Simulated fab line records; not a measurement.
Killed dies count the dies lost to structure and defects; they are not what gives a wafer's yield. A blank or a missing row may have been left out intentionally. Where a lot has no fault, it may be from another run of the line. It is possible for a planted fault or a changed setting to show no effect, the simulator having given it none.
Which tool was responsible? ; flow gf180mcu ; 6 lots with 18 wafers sampled at 2 steps, on a route of 602 steps

== WHAT EACH GAUGE READ, for each wafer ==
GF_V5_THK_MEAS_25: measures by xrf.
lot;measured;on;V5_W_THK (nm)
L763;day 28 07:46;filmMetro-02;355 348 345
L765;day 28 21:17;filmMetro-02;350 352 346
L768;day 29 23:24;filmMetro-02;360 362 351
L770;day 30 16:23;filmMetro-02;355 354 355
L773;day 31 10:05;filmMetro-02;363 358 353
L781;day 33 09:10;filmMetro-04;354 353 355

== WHICH TOOL RAN EACH LOT (tool, then ch and the chambers of the sampled wafers, then the start) ==
lot;GF_MIM_SPUTTER_01
L763;pvdSputter-04, day 25 15:22
L765;pvdSputter-01, day 26 05:41
L768;pvdSputter-01, day 27 11:13
L770;pvdSputter-01, day 28 04:49
L773;pvdSputter-01, day 28 23:55
L781;pvdSputter-02, day 31 04:16
- GF_MIM_SPUTTER_01: material TiN, target thk 30 nm, time 25 s.

== THE ANSWER, worked out from the rows above alone ==
Rule: the usual values come from the lots themselves. The widest of any qualifying gaps counts: lots, ordered by their means at a reading, are off when they make up no more than a third of the lots, leave a main group of 4 or more, and stand apart from it by 3 or more times the standard deviation of that group's means. Not used: any main group whose means are identical at the precision the tables above print for the reading. Also off: a lot with no number at a reading for which 4 or more lots have one. All remaining lots with rows at the step are treated as sound.
Nothing can be told from this: no lot is off at any reading shown.

== WHAT WAS PUT IN BY THE SIMULATOR ==
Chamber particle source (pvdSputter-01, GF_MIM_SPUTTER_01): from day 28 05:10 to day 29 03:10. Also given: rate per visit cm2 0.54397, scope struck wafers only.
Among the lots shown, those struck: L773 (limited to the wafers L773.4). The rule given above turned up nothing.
